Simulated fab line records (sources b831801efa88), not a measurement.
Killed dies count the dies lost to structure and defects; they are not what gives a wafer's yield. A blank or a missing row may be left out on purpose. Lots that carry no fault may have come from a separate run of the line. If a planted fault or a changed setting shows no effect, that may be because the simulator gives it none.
Check for tools in common ; flow sky130 ; Lots sampled 15, wafers sampled 45

== REASON FOR OPENING ==
At SKY_VT_ADJUST_NCORE_TW_MEAS_11 the reading VT_ADJUST_NCORE_TW is flagged on 3 of 15 lots. Wafers without a fault read 217.5, standard deviation 1.9.
Rule: flag the lot when none of its wafers has a number, or when each of its wafers that has one lies beyond 4 standard deviations from that mean. All remaining lots are regarded as sound.

lot;measured;on;VT_ADJUST_NCORE_TW, wafer by wafer;flag
L792;day 8 09:42;film_metro-02;217.5 217.5 216.2;
L793;day 8 16:02;film_metro-04;218.8 221.1 220.2;
L797;day 9 20:01;film_metro-02;29.6 29.7 29.7;FLAGGED
L798;day 10 04:55;film_metro-04;30.0 30.0 30.1;FLAGGED
L799;day 10 07:23;film_metro-01;29.8 29.6 29.7;FLAGGED
L800;day 10 21:17;film_metro-01;216.1 216.3 216.8;
L805;day 12 11:49;film_metro-04;219.1 220.4 220.0;
L806;day 12 16:41;film_metro-04;220.0 219.8 220.4;
L807;day 13 03:31;film_metro-04;220.9 221.0 220.8;
L811;day 14 00:32;film_metro-02;213.7 214.3 214.6;
L810;day 14 01:29;film_metro-01;217.0 218.9 216.9;
L812;day 14 14:40;film_metro-02;213.7 213.9 214.0;
L813;day 14 23:04;film_metro-01;217.9 218.5 217.0;
L814;day 15 02:56;film_metro-01;216.0 217.3 218.0;
L815;day 15 04:52;film_metro-01;217.6 216.4 216.7;
The mean of the flagged lots' numbers is 29.8, -187.7 from the usual (-99 standard deviations).

== WHICH TOOL EACH LOT WENT THROUGH ==
The record holds 2 process steps before the reading, out of a route of 708 steps. Cell contents, in order: the tool; ch with the chambers the sampled wafers went through; the start.
lot;flag;SKY_VT_ADJUST_LVTN_STRIP_20;SKY_VT_ADJUST_NCORE_STRIP_10
L792;;plasma_asher-03 ch 0,1, day 7 13:01;plasma_asher-01 ch 0,1, day 8 09:36
L793;;plasma_asher-01 ch 0,1, day 7 19:12;plasma_asher-01 ch 0,1, day 8 15:56
L797;FLAGGED;plasma_asher-03 ch 0,1, day 8 23:34;plasma_asher-02 ch 0,1, day 9 19:55
L798;FLAGGED;plasma_asher-04 ch 0,1, day 9 07:14;plasma_asher-02 ch 0, day 10 04:49
L799;FLAGGED;plasma_asher-04 ch 0,1, day 9 10:14;plasma_asher-01 ch 0,1, day 10 07:17
L800;;plasma_asher-01 ch 0,1, day 9 22:05;plasma_asher-04 ch 0,1, day 10 21:11
L805;;plasma_asher-04 ch 0,1, day 11 12:12;plasma_asher-02 ch 0,1, day 12 11:43
L806;;plasma_asher-01 ch 0,1, day 11 16:43;plasma_asher-01 ch 0,1, day 12 16:34
L807;;plasma_asher-03 ch 0,1, day 12 02:36;plasma_asher-01 ch 0,1, day 13 03:25
L811;;plasma_asher-03 ch 0,1, day 12 22:40;plasma_asher-02 ch 0,1, day 14 00:27
L810;;plasma_asher-03 ch 0,1, day 12 23:35;plasma_asher-01 ch 0,1, day 14 01:22
L812;;plasma_asher-03 ch 0,1, day 13 12:25;plasma_asher-04 ch 0,1, day 14 14:34
L813;;plasma_asher-03 ch 0,1, day 13 20:48;plasma_asher-02 ch 0,1, day 14 22:58
L814;;plasma_asher-03 ch 1, day 14 00:08;plasma_asher-04 ch 0,1, day 15 02:49
L815;;plasma_asher-01 ch 0, day 14 02:14;plasma_asher-02 ch 0,1, day 15 04:46
What the steps here do:
- SKY_VT_ADJUST_LVTN_STRIP_20: strips in O2/N2.
- SKY_VT_ADJUST_NCORE_STRIP_10: strips in O2/N2.
- SKY_VT_ADJUST_NCORE_TW_MEAS_11

== FLAGGED AGAINST TOTAL, ONE TOOL AT A TIME (gauges that did the reading follow at the end) ==
step;tool;lots run;flagged;share of the flagged lots;sound lots run after its first flagged lot
SKY_VT_ADJUST_LVTN_STRIP_20;plasma_asher-01;4;0;none;-
SKY_VT_ADJUST_LVTN_STRIP_20;plasma_asher-03;8;1;some;6 (L807,L811,L810,L812,L813,L814)
SKY_VT_ADJUST_LVTN_STRIP_20;plasma_asher-04;3;2;some;1 (L805)
SKY_VT_ADJUST_NCORE_STRIP_10;plasma_asher-01;6;1;some;3 (L806,L807,L810)
SKY_VT_ADJUST_NCORE_STRIP_10;plasma_asher-02;6;2;some;4 (L805,L811,L813,L815)
SKY_VT_ADJUST_NCORE_STRIP_10;plasma_asher-04;3;0;none;-
SKY_VT_ADJUST_NCORE_TW_MEAS_11;film_metro-01;6;1;some;5 (L800,L810,L813,L814,L815)
SKY_VT_ADJUST_NCORE_TW_MEAS_11;film_metro-02;4;1;some;2 (L811,L812)
SKY_VT_ADJUST_NCORE_TW_MEAS_11;film_metro-04;5;1;some;3 (L805,L806,L807)

== WHAT THE TABLE ALLOWS ==
No row of the table ran every flagged lot.

== WHAT THE SIMULATOR PUT IN ==
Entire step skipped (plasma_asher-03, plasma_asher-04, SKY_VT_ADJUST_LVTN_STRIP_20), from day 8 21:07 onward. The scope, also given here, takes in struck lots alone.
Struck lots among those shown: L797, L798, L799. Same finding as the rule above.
